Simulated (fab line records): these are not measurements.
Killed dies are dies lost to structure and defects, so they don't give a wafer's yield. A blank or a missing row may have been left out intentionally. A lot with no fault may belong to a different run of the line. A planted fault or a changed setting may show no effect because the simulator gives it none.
The tool behind it: which one? ; flow sky130 ; 10 lots with 30 wafers sampled at 6 steps, on a route of 708 steps

WHAT EACH GAUGE READ, for each wafer
SKY_METAL2_OVL_MEAS_16. Usual: METAL2_OVL gives -4 nm (standard deviation 5.2).
lot;measured;on;METAL2_OVL (nm);flag
L285;day 35 16:44;overlay-02;-10 -6 1;
L291;day 37 14:56;overlay-01;-9 0 0;
L292;day 38 02:32;overlay-02;3 2 -1;
L293;day 38 07:17;overlay-01;-11 2 -14;
L294;day 38 15:11;overlay-01;-2 -2 2;
L296;day 39 05:29;overlay-02;2 -10 8;
L299;day 40 05:08;overlay-02;0 -2 10;
L304;day 41 11:41;overlay-02;6 0 -3;
L305;day 41 22:11;overlay-01;1 -11 0;
L306;day 42 03:02;overlay-01;-1 -10 1;

SKY_VIA2_RS_MEAS_22: measures by four-point-probe. Usual: VIA2_W_RS gives 0.276 ohm/sq (standard deviation 0.0035).
lot;measured;on;VIA2_W_RS (ohm/sq);flag
L285;day 36 20:30;film_metro-03;0.288 0.281 0.280;
L291;day 38 19:04;film_metro-03;0.281 0.278 0.279;
L292;day 39 06:09;film_metro-03;0.271 0.277 0.273;
L293;day 39 10:41;film_metro-02;0.274 0.272 0.274;
L294;day 39 17:37;film_metro-02;0.241 0.243 0.243;OFF
L296;day 40 09:08;film_metro-03;0.246 0.245 0.244;OFF
L299;day 41 08:07;film_metro-03;0.268 0.275 0.265;
L304;day 42 13:45;film_metro-03;0.274 0.275 0.276;
L305;day 43 00:23;film_metro-01;0.274 0.273 0.275;
L306;day 43 04:08;film_metro-01;0.271 0.267 0.273;

SKY_VIA2_THK_MEAS_23: measures by xrf. Usual: VIA2_W_THK gives 415 nm (standard deviation 6.3).
lot;measured;on;VIA2_W_THK (nm);flag
L285;day 36 20:36;film_metro-03;399 412 412;
L291;day 38 19:11;film_metro-03;411 410 413;
L292;day 39 06:16;film_metro-03;423 412 422;
L293;day 39 10:48;film_metro-02;415 417 415;
L294;day 39 17:44;film_metro-02;471 469 466;OFF
L296;day 40 09:14;film_metro-03;477 484 485;OFF
L299;day 41 08:14;film_metro-03;432 424 435;
L304;day 42 13:51;film_metro-03;420 418 412;
L305;day 43 00:29;film_metro-01;410 410 405;
L306;day 43 04:15;film_metro-01;415 420 411;

TOOL THAT RAN EACH LOT (tool first, then ch and the chambers of the sampled wafers, then the start)
lot;SKY_VIA2_CMP_02;SKY_VIA2_ETCH_14;SKY_VIA2_CVD_21
L285;cmp-02 ch 1,2, day 35 17:44;rie_diel-04 ch 1,2,3, day 36 19:29;cvd_w-02 ch 0,1, day 36 20:23
L291;cmp-01 ch 0,1,2, day 37 15:58;rie_diel-02 ch 2,3, day 38 18:10;cvd_w-02 ch 0,1, day 38 18:56
L292;cmp-02 ch 1,2,3, day 38 03:38;rie_diel-04 ch 0,1,3, day 39 05:13;cvd_w-01 ch 0,1, day 39 06:01
L293;cmp-02 ch 0,1,2, day 38 08:23;rie_diel-02 ch 0,2, day 39 09:47;cvd_w-02 ch 0, day 39 10:32
L294;cmp-01 ch 0,1,2, day 38 16:11;rie_diel-04 ch 0,1,3, day 39 16:43;cvd_w-02 ch 0,1, day 39 17:29
L296;cmp-02 ch 0,1,2, day 39 06:35;rie_diel-02 ch 1,2,3, day 40 07:52;cvd_w-02 ch 0,1, day 40 09:01
L299;cmp-01 ch 0,1,2, day 40 06:13;rie_diel-01 ch 1,3, day 41 07:13;cvd_w-01 ch 0,1, day 41 07:59
L304;cmp-02 ch 0,1,2, day 41 13:04;rie_diel-01 ch 0,1,2, day 42 12:49;cvd_w-02 ch 0,1, day 42 13:37
L305;cmp-01 ch 0,1,3, day 41 23:25;rie_diel-02 ch 0,1,2, day 42 23:25;cvd_w-02 ch 0,1, day 43 00:15
L306;cmp-02 ch 0,2,3, day 42 04:04;rie_diel-02 ch 0,1,3, day 43 03:13;cvd_w-01 ch 0,1, day 43 03:59
- SKY_VIA2_CMP_02: polishes SiO2.
- SKY_VIA2_ETCH_14: etches BARC in N2/H2, stops on SiO2, time 45.9 s, target depth 60 nm.
- SKY_VIA2_CVD_21: deposits W, target thk 420 nm, time 126.4 s.

WHAT THE TOOLS THEMSELVES READ (means of the sampled wafers that have a number; where no wafer has one, the mark that the record gives instead)
SKY_VIA2_CMP_02. Usual: motor_current_A 12.5 A, standard deviation 1.3; slurry_filter_dp_kPa 13.48 kPa, standard deviation 0.14; slurry_flow_ml_min 150.0, standard deviation 0.47.
lot;tool;motor_current_A (A);slurry_filter_dp_kPa (kPa);slurry_flow_ml_min;flag
L285;cmp-02;12.8;13.41;149.4;
L291;cmp-01;11.8;13.52;149.9;
L292;cmp-02;12.7;13.48;150.8;
L293;cmp-02;12.5;13.59;150.8;
L294;cmp-01;11.8;13.51;150.3;
L296;cmp-02;12.2;13.55;150.3;
L299;cmp-01;11.9;13.47;149.9;
L304;cmp-02;12.9;13.31;150.3;
L305;cmp-01;13.3;13.53;149.8;
L306;cmp-02;12.7;13.58;150.1;

SKY_VIA2_ETCH_14. Usual: drypump_motor_current_A 5.6 A, standard deviation 0.38; oes_product_au 0.858 a.u., standard deviation 0.0042; throttle_valve_pct 13.226 %, standard deviation 0.0091.
lot;tool;drypump_motor_current_A (A);oes_product_au (a.u.);throttle_valve_pct (%);flag
L285;rie_diel-04;5.6;0.860;13.218;
L291;rie_diel-02;5.9;0.855;13.222;
L292;rie_diel-04;5.5;0.856;13.233;
L293;rie_diel-02;5.4;0.855;13.226;
L294;rie_diel-04;5.5;0.856;13.230;
L296;rie_diel-02;5.5;0.859;13.218;
L299;rie_diel-01;5.9;0.858;13.221;
L304;rie_diel-01;5.6;0.856;13.231;
L305;rie_diel-02;5.3;0.856;13.221;
L306;rie_diel-02;5.6;0.862;13.228;

SKY_VIA2_CVD_21. Usual: heater_power_w 773 W, standard deviation 37; susceptor_temp_C 400.05 C, standard deviation 0.19.
lot;tool;heater_power_w (W);susceptor_temp_C (C);flag
L285;cvd_w-02;781;399.97;
L291;cvd_w-02;754;400.11;
L292;cvd_w-01;768;399.94;
L293;cvd_w-02;800;399.95;
L294;cvd_w-02;813;407.14;OFF
L296;cvd_w-02;794;407.11;OFF
L299;cvd_w-01;771;399.92;
L304;cvd_w-02;789;400.04;
L305;cvd_w-02;783;399.89;
L306;cvd_w-01;768;400.02;

THE ANSWER, worked out from the rows above alone
Rule: a lot counts as off when the mean over its wafers that have a number is more than 3 standard deviations away from the usual mean. A lot without any number at a reading at which 4 lots or more have one is off too. All remaining lots with rows at the step are treated as sound. First the gauges in route order, then the tools' own readings, where a lot's mean is used as printed above. At the first step where some lot is off, the reading lying furthest off is the one used; lots without a number count as furthest.
Off: L294, L296, seen at SKY_VIA2_RS_MEAS_22 (VIA2_W_RS).
If a tool, at a process step before that reading, ran all the lots that are off and no sound lot after the first of them, it fits. The gauges at SKY_VIA2_RS_MEAS_22 aren't tried: what is off there is off at SKY_VIA2_CVD_21 too, on other tools, and a gauge's error can't cause that. None of those tried fits.

WHAT WAS PUT IN BY THE SIMULATOR
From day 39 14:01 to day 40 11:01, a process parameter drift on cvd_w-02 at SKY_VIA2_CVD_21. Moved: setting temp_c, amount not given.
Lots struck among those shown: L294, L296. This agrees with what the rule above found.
